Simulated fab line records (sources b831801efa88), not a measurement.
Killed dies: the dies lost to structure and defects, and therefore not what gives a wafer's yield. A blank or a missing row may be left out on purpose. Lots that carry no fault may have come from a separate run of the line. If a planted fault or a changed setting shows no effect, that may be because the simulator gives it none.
What tool caused it? + flow gf180mcu + Sampling: 13 lots, 39 wafers, 5 of 602 route steps

== WHAT EACH GAUGE READ, for each wafer ==
GF_NWELL_OVL_MEAS_07.
| lot  | measured    | on         | NWELL_OVL (nm) |
|------|-------------|------------|----------------|
| L731 | day 3 08:23 | overlay-02 | 4.5 2.3 3.5    |
| L732 | day 3 12:37 | overlay-01 | -0.9 -0.9 -0.6 |
| L737 | day 4 17:13 | overlay-02 | 0.7 1.0 0.0    |
| L741 | day 5 20:16 | overlay-02 | 0.3 2.1 0.9    |
| L744 | day 6 17:46 | overlay-02 | 0.8 -0.1 -0.8  |
| L746 | day 7 03:25 | overlay-01 | 1.6 1.7 1.1    |
| L747 | day 7 03:16 | overlay-02 | 1.4 0.6 0.4    |
| L749 | day 7 12:40 | overlay-01 | 0.7 2.5 0.8    |
| L750 | day 7 19:19 | overlay-01 | 2.2 2.7 2.5    |
| L751 | day 8 00:46 | overlay-01 | 1.1 1.2 2.0    |
| L752 | day 8 02:49 | overlay-01 | 0.5 -0.3 -0.3  |
| L753 | day 8 08:25 | overlay-01 | -0.1 -0.7 -0.8 |
| L754 | day 8 13:13 | overlay-01 | 1.8 2.4 -0.1   |

GF_MVSD_TW_MEAS_11.
| lot  | measured     | on            | MVSD_TW        |
|------|--------------|---------------|----------------|
| L731 | day 4 11:32  | film-metro-03 | 1581 1578 1580 |
| L732 | day 4 14:03  | film-metro-01 | 1568 1558 1561 |
| L737 | day 5 22:07  | film-metro-02 | 1546 1547 1551 |
| L741 | day 7 03:14  | film-metro-03 | 1578 1582 1575 |
| L744 | day 8 01:45  | film-metro-01 | 1591 1592 1605 |
| L746 | day 8 12:47  | film-metro-03 | 1575 1581 1586 |
| L747 | day 8 11:29  | film-metro-03 | 1606 1611 1613 |
| L749 | day 8 21:23  | film-metro-01 | 1561 1572 1563 |
| L750 | day 9 04:41  | film-metro-02 | 1563 1564 1561 |
| L751 | day 9 10:38  | film-metro-02 | 1562 1556 1555 |
| L752 | day 9 12:41  | film-metro-01 | 1571 1577 1578 |
| L753 | day 9 19:25  | film-metro-01 | 1561 1579 1565 |
| L754 | day 10 01:26 | film-metro-03 | 1574 1581 1573 |

== WHICH TOOL RAN EACH LOT (tool, then ch and the chambers of the sampled wafers, then the start) ==
| lot  | GF_STI_STRIP_15                     | GF_MVSD_IMPLANT_09              | GF_MVSD_STRIP_10                     |
|------|-------------------------------------|---------------------------------|--------------------------------------|
| L731 | plasma-asher-04 ch 0,1, day 2 02:04 | implanter-02 ch 0, day 4 11:20  | plasma-asher-04 ch 0,1, day 4 11:26  |
| L732 | plasma-asher-04 ch 0,1, day 2 07:29 | implanter-03 ch 0, day 4 13:48  | plasma-asher-03 ch 0,1, day 4 13:57  |
| L737 | plasma-asher-03 ch 0,1, day 3 09:28 | implanter-03 ch 0, day 5 21:53  | plasma-asher-03 ch 0,1, day 5 22:02  |
| L741 | plasma-asher-02 ch 0,1, day 4 05:47 | implanter-04 ch 0, day 7 02:59  | plasma-asher-02 ch 1, day 7 03:08    |
| L744 | plasma-asher-02 ch 1, day 5 00:56   | implanter-03 ch 0, day 8 01:30  | plasma-asher-02 ch 0,1, day 8 01:39  |
| L746 | plasma-asher-02 ch 0,1, day 5 07:56 | implanter-04 ch 0, day 8 12:32  | plasma-asher-03 ch 0,1, day 8 12:41  |
| L747 | plasma-asher-03 ch 0,1, day 5 11:41 | implanter-03 ch 0, day 8 11:14  | plasma-asher-03 ch 0,1, day 8 11:23  |
| L749 | plasma-asher-04 ch 0,1, day 6 00:44 | implanter-04 ch 0, day 8 21:08  | plasma-asher-03 ch 0,1, day 8 21:17  |
| L750 | plasma-asher-03 ch 0,1, day 6 07:11 | implanter-04 ch 0, day 9 04:26  | plasma-asher-04 ch 0,1, day 9 04:35  |
| L751 | plasma-asher-04 ch 0,1, day 6 13:26 | implanter-04 ch 0, day 9 10:23  | plasma-asher-04 ch 0,1, day 9 10:32  |
| L752 | plasma-asher-02 ch 0,1, day 6 13:47 | implanter-02 ch 0, day 9 12:26  | plasma-asher-02 ch 0,1, day 9 12:35  |
| L753 | plasma-asher-04 ch 0,1, day 6 19:38 | implanter-04 ch 0, day 9 19:10  | plasma-asher-03 ch 0, day 9 19:18    |
| L754 | plasma-asher-02 ch 0,1, day 7 00:50 | implanter-04 ch 0, day 10 01:11 | plasma-asher-04 ch 0,1, day 10 01:20 |
- GF_STI_STRIP_15: strips in O2/N2.
- GF_MVSD_IMPLANT_09
- GF_MVSD_STRIP_10: strips in O2/N2.

== AS READ BY THE TOOLS THEMSELVES (means over the sampled wafers that have a number; for cases with no such wafer, the mark the record gives instead) ==
GF_STI_STRIP_15.
| lot  | tool            | drypump-motor-current-A (A) | heater-power-w (W) | oes-product-au (a.u.) | strip-time-to-endpoint-s (s) |
|------|-----------------|-----------------------------|--------------------|-----------------------|------------------------------|
| L731 | plasma-asher-04 | 5.3                         | 321                | 0.384                 | 3.75                         |
| L732 | plasma-asher-04 | 5.7                         | 314                | 0.382                 | 3.73                         |
| L737 | plasma-asher-03 | 4.8                         | 327                | 0.384                 | 3.76                         |
| L741 | plasma-asher-02 | 5.5                         | 345                | 0.389                 | 3.69                         |
| L744 | plasma-asher-02 | 6.0                         | 316                | 0.380                 | 3.76                         |
| L746 | plasma-asher-02 | 5.7                         | 333                | 0.385                 | 3.76                         |
| L747 | plasma-asher-03 | 5.0                         | 329                | 0.384                 | 3.66                         |
| L749 | plasma-asher-04 | 5.7                         | 311                | 0.382                 | 3.71                         |
| L750 | plasma-asher-03 | 4.8                         | 313                | 0.380                 | 3.71                         |
| L751 | plasma-asher-04 | 5.7                         | 304                | 0.380                 | 3.67                         |
| L752 | plasma-asher-02 | 5.7                         | 337                | 0.387                 | 3.78                         |
| L753 | plasma-asher-04 | 5.7                         | 311                | 0.383                 | 3.65                         |
| L754 | plasma-asher-02 | 5.5                         | 347                | 0.383                 | 3.71                         |

GF_MVSD_IMPLANT_09.
| lot  | tool         | beam-energy-keV | tilt-deg (degrees) |
|------|--------------|-----------------|--------------------|
| L731 | implanter-02 | 99.98           | 0.017              |
| L732 | implanter-03 | 100.00          | 0.002              |
| L737 | implanter-03 | 99.97           | -0.002             |
| L741 | implanter-04 | 100.02          | 0.002              |
| L744 | implanter-03 | 100.01          | 6.531              |
| L746 | implanter-04 | 100.02          | 0.006              |
| L747 | implanter-03 | 100.02          | 6.501              |
| L749 | implanter-04 | 100.01          | 0.007              |
| L750 | implanter-04 | 100.01          | 0.001              |
| L751 | implanter-04 | 100.04          | -0.000             |
| L752 | implanter-02 | 100.02          | -0.005             |
| L753 | implanter-04 | 99.98           | 0.005              |
| L754 | implanter-04 | 99.96           | -0.004             |

GF_MVSD_STRIP_10.
| lot  | tool            | drypump-motor-current-A (A) | heater-power-w (W) | oes-product-au (a.u.) | strip-time-to-endpoint-s (s) |
|------|-----------------|-----------------------------|--------------------|-----------------------|------------------------------|
| L731 | plasma-asher-04 | 5.7                         | 309                | 0.726                 | 36.91                        |
| L732 | plasma-asher-03 | 4.8                         | 331                | 0.721                 | 37.00                        |
| L737 | plasma-asher-03 | 5.0                         | 314                | 0.722                 | 37.01                        |
| L741 | plasma-asher-02 | 6.0                         | 315                | 0.723                 | 37.02                        |
| L744 | plasma-asher-02 | 5.5                         | 348                | 0.723                 | 36.86                        |
| L746 | plasma-asher-03 | 4.8                         | 317                | 0.722                 | 36.78                        |
| L747 | plasma-asher-03 | 4.8                         | 319                | 0.723                 | 36.77                        |
| L749 | plasma-asher-03 | 5.0                         | 315                | 0.723                 | 36.98                        |
| L750 | plasma-asher-04 | 5.7                         | 311                | 0.722                 | 37.02                        |
| L751 | plasma-asher-04 | 5.7                         | 308                | 0.725                 | 36.84                        |
| L752 | plasma-asher-02 | 5.7                         | 332                | 0.724                 | 36.94                        |
| L753 | plasma-asher-03 | 4.7                         | 312                | 0.726                 | 36.97                        |
| L754 | plasma-asher-04 | 5.4                         | 319                | 0.725                 | 36.88                        |

== THE ANSWER, worked out from the rows above alone ==
Rule: the usual values come from the lots themselves. The widest of any qualifying gaps counts: lots, ordered by their means at a reading, are off when they make up no more than a third of the lots, leave a main group of 4 or more, and stand apart from it by 3 or more times the standard deviation of that group's means. A main group is skipped when, at the precision printed for the reading in the tables above, its means are all equal. A lot without any number at a reading at which 4 lots or more have one is off too. Any other lot the step has rows for is counted as sound. First the gauges in route order, then the tools' own readings, where a lot's mean is used as printed above. The first step at which some lot is off is used, and at that step the reading that is off furthest; a lot without a number counts as furthest.
Off, at GF_MVSD_IMPLANT_09 on tilt-deg: L744, L747. The main group: mean 0.003 degrees, standard deviation 0.0059.
A tool fits if, at that step or a process step before it, it ran every lot that is off, and no sound lot after the first of them. One fits: GF_MVSD_IMPLANT_09 on implanter-03. Its last sound lot is L737 (day 5 21:53), its first lot that is off L744 (day 8 01:30): a fault that began between those two fits.
The tool's own readings at GF_MVSD_IMPLANT_09 bear it out: on the lots that are off they differ by more than 5 times the standard deviation of the sound lots' means. tilt-deg reads 6.516 degrees there against 0.003 degrees on the sound lots.

== WHAT THE SIMULATOR HAD PUT IN ==
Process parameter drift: implanter-03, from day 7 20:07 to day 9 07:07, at GF_MVSD_IMPLANT_09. From 0, the setting tilt-deg moved by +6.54. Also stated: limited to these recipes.
Struck lots among those shown: L744, L747. This agrees with what the rule above found.
